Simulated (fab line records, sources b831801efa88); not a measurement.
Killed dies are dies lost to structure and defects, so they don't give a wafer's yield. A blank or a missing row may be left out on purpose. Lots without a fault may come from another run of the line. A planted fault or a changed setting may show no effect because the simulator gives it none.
Problem report in the 8D (eight disciplines) form, filled by code | flow gf180mcu | the parts of the form that need people (team, actions taken, sign-off) are left out

1. THE PROBLEM
cd_nm at GF_V2_CD_MEAS_14 reads a mean of 267.4 nm on 6 wafers of 2 lots; wafers without a fault read 259.8 nm with a standard deviation of 1.3. That is +5.8 standard deviations from the usual mean.
The step: target cd 260 nm.
First seen on wafer L747.2, day 22 19:02, on cd_sem-01. The record holds 39 wafers of 13 lots with a number at this step. Rule for "out", or "out of limits": more than 4 standard deviations from the usual mean. The other wafers with a number count as sound.

2. WHAT IT IS AND WHAT IT IS NOT
question                    | is                     | is not
which readings at this step | cd_nm                  | -
which lots                  | L747, L750             | L741, L743, L744, L745, L757, L758, L759, L760, L761, L763, L764
which wafers of those lots  | all that have a number | -
read on which gauges        | cd_sem-01              | cd_sem-02
when                        | from day 22 19:02      | up to then (12 sound wafers); but 21 sound wafers of L757, L758, L759, L760, L761, L763, L764 came after

3. SUSPECTS, AND WHAT RULES EACH OUT
Counting: a tool at a process step up to the reading stays a suspect if it ran every lot that is out and no sound lot after the first of them.
- the gauge at GF_V2_CD_MEAS_14: ruled out. All the wafers that are out were read on cd_sem-01, but those of them that GF_V2_PEB_12 has rows for are out there too, on other tools.
- litho_track-03 at GF_V2_PEB_12 (peb time 90 s): ruled out as a lasting fault. Sound lots L758, L764 ran on it after its first lot that is out, L747 (day 22 18:42).
Left after counting: nothing in the record.

4. THE CAUSE (what the simulator had put in)
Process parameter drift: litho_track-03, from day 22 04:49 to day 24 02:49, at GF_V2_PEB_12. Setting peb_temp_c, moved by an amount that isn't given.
Counting ruled it out, wrongly: the rule takes a fault to strike every lot that its tool runs from its start on, and this one did not.

5. THE CHAIN OF EFFECTS, in route order
Each row: a reading whose mean over the struck wafers that have a number lies more than 3 standard deviations from the usual. Only readings for which the record gives a usual standard deviation are gone through. hours: the time from each lot's start at the first step in this table that gives one to its start at this step, as a median over the lots. sigmas: the change in usual standard deviations.
hours | step             | reading              | usual    | on struck wafers | change | sigmas
0     | GF_V2_PEB_12     | heater_power_total_W | 85.70 W  | 88.71            | +3.01  | +37
0     | GF_V2_PEB_12     | plate_temp_C         | 134.98 C | 138.58           | +3.60  | +26
0     | GF_V2_CD_MEAS_14 | cd_nm                | 259.8 nm | 267.4            | +7.6   | +5.8
The process steps in it:
- GF_V2_PEB_12: peb time 90 s.
Later measuring or inspecting steps at which every struck wafer that the step has a row for has a number for every such reading, and none has moved that far: GF_V2_OVL_MEAS_15.

6. WHAT WOULD HAVE CAUGHT IT SOONER
In this record the first reading out of limits at a measuring or inspecting step was taken at day 22 19:02, 14 hours after the fault began at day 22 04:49.
The tool's own readings at GF_V2_PEB_12 were out on every struck wafer that the step has a row for (heater_power_total_W, plate_temp_C): an alarm limit on them would have fired on the first of those.
